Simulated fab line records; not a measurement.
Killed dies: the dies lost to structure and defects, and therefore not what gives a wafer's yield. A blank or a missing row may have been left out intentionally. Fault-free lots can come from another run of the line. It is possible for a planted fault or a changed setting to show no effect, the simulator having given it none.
A lot that was struck, set against a sound lot :: flow gf180mcu :: 44 out of 602 route steps
Sound: these wafers, L839.3, L839.4, L839.6. Wafers struck: L848.3, L848.5, L848.6. The cause is given at the end.
Order at every step that has rows: each side's tool, ch and its chambers, its first start. Under that, the readings that differ: sound wafers :: struck wafers :: difference of the means :: sigmas: that difference in standard deviations of wafers without a fault.
alike: same words and numbers on both sides, and readings whose means sit less than 2 such deviations apart. not compared: any withheld reading, any reading some wafer has no value for, any bound like >300 that may hide the same value, and any number with overlapping values for which the record gives no deviation.
The two part at a step that has a row with sigmas, a row that says differs or no value, or rows on one side only. When numbers do not overlap yet have no deviation, they are printed without sigmas and do not part them. Lack of a reading on every wafer of one side parts them only where that side has two or more wafers.

first, 2 steps without rows for these wafers: GF_NWELL_IMPLANT_08; GF_NWELL_IMPLANT_09.
GF_NWELL_STRIP_10: strips in O2/N2.
  sound on plasmaAsher-04 ch 0,1, day 5 20:59; struck on plasmaAsher-04 ch 0,1, day 7 19:50
  alike: drypumpMotorCurrentA, heaterPowerW, oesProductAu, stripTimeToEndpointS
  not compared: rfHoursCounterH
GF_NWELL_TW_MEAS_11:
  sound: filmMetro-03 at day 5 21:05; struck: filmMetro-01 at day 7 19:56
reading: NWELL_TW
sound: 1571 1574 1574
struck: 1597 1601 1588
difference: +22
sigmas: +2
then, 7 steps without rows for these wafers: GF_LVPWELL_DEHYDRATE_00 (time 60 s); GF_LVPWELL_HMDS_01 (prime time 60 s); GF_LVPWELL_COAT_02 (resist thk 3000 nm); GF_LVPWELL_SOFTBAKE_03; GF_LVPWELL_EXPOSE_04 (exposes mask LVPWELL, target cd 600 nm); GF_LVPWELL_PEB_05; GF_LVPWELL_DEVELOP_06 (develop time 60 s).
GF_LVPWELL_OVL_MEAS_07:
  sound: overlay-02 at day 6 11:41; struck: overlay-01 at day 8 11:49
reading: LVPWELL_OVL (nm)
sound: 1.3 0.3 -1.0
struck: 2.0 4.0 3.2
difference: +2.9
sigmas: +2
GF_LVPWELL_IMPLANT_08:
  sound on implanter-04 ch 0, day 6 11:46; struck on implanter-04 ch 0, day 8 12:13
  alike: doseIonsCm2
then, 1 step without rows for these wafers: GF_LVPWELL_IMPLANT_09.
GF_LVPWELL_STRIP_10: strips in O2/N2.
  sound on plasmaAsher-01 ch 0,1, day 6 12:02; struck on plasmaAsher-03 ch 0,1, day 8 12:37
reading: drypumpMotorCurrentA (A)
sound: 6.6 6.2 6.6
struck: 5.2 4.6 5.2
difference: -1.5
sigmas: -2
  alike: heaterPowerW, oesProductAu, stripTimeToEndpointS
  not compared: rfHoursCounterH
GF_LVPWELL_TW_MEAS_11:
  sound: filmMetro-01 at day 6 12:08; struck: filmMetro-02 at day 8 12:44
reading: LVPWELL_TW
sound: 565 564 564
struck: 674 672 679
difference: +111
sigmas: +33
then, 7 steps without rows for these wafers: GF_MVSD_DEHYDRATE_00 (time 60 s); GF_MVSD_HMDS_01 (prime time 60 s); GF_MVSD_COAT_02 (resist thk 3000 nm); GF_MVSD_SOFTBAKE_03; GF_MVSD_EXPOSE_04 (exposes mask MVSD, target cd 1000 nm); GF_MVSD_PEB_05; GF_MVSD_DEVELOP_06 (develop time 60 s).
GF_MVSD_OVL_MEAS_07:
  sound: overlay-01 at day 7 03:46; struck: overlay-01 at day 9 04:42
  alike: MVSD_OVL
then, 2 steps without rows for these wafers: GF_MVSD_IMPLANT_08; GF_MVSD_IMPLANT_09.
GF_MVSD_STRIP_10: strips in O2/N2.
  sound on plasmaAsher-02 ch 0,1, day 7 04:08; struck on plasmaAsher-04 ch 0,1, day 9 05:04
reading: stripTimeToEndpointS (s)
sound: 37.23 37.37 37.28
struck: 37.07 37.14 37.12
difference: -0.18
sigmas: -2
  alike: drypumpMotorCurrentA, heaterPowerW, oesProductAu
  not compared: rfHoursCounterH
GF_MVSD_TW_MEAS_11:
  sound: filmMetro-02 at day 7 04:13; struck: filmMetro-03 at day 9 05:09
reading: MVSD_TW
sound: 1596 1596 1594
struck: 1561 1563 1564
difference: -33
sigmas: -3
then, 7 steps without rows for these wafers: GF_MVPSD_DEHYDRATE_00 (time 60 s); GF_MVPSD_HMDS_01 (prime time 60 s); GF_MVPSD_COAT_02 (resist thk 3000 nm); GF_MVPSD_SOFTBAKE_03; GF_MVPSD_EXPOSE_04 (exposes mask MVPSD, target cd 1000 nm); GF_MVPSD_PEB_05; GF_MVPSD_DEVELOP_06 (develop time 60 s).
GF_MVPSD_OVL_MEAS_07:
  sound: overlay-01 at day 7 19:46; struck: overlay-02 at day 9 22:24
  alike: MVPSD_OVL
then, 2 steps without rows for these wafers: GF_MVPSD_IMPLANT_08; GF_MVPSD_IMPLANT_09.
GF_MVPSD_STRIP_10: strips in O2/N2.
  sound on plasmaAsher-01 ch 0,1, day 7 20:07; struck on plasmaAsher-03 ch 0,1, day 9 22:46
  alike: drypumpMotorCurrentA, heaterPowerW, oesProductAu, stripTimeToEndpointS
  not compared: rfHoursCounterH
GF_MVPSD_TW_MEAS_11:
  sound: filmMetro-03 at day 7 20:13; struck: filmMetro-02 at day 9 22:51
  alike: MVPSD_TW
then, 2 steps without rows for these wafers: GF_VT_IMPLANT_DEHYDRATE_00 (time 60 s); GF_VT_IMPLANT_HMDS_01 (prime time 60 s).
-- the record jumps here: 3 days lie between the struck wafers' starts before and after --
GF_VT_IMPLANT_RS_MEAS_48: measurement is done with a four-point probe.
  sound: filmMetro-01 at day 10 17:02; struck: filmMetro-03 at day 13 01:38
reading: LVPWELL_RS (ohm/sq)
sound: 1200 1197 1202
struck: 838 838 836
difference: -362
sigmas: -99 or more
GF_PASSIVATION_PROBE_99:
  the record has rows for the sound wafers here (prober-01, day 32 10:38) and none for the struck ones

== WHERE THEY PART ==
First at GF_NWELL_TW_MEAS_11; last, within this record, at GF_PASSIVATION_PROBE_99.

WHY: the cause the simulator had injected
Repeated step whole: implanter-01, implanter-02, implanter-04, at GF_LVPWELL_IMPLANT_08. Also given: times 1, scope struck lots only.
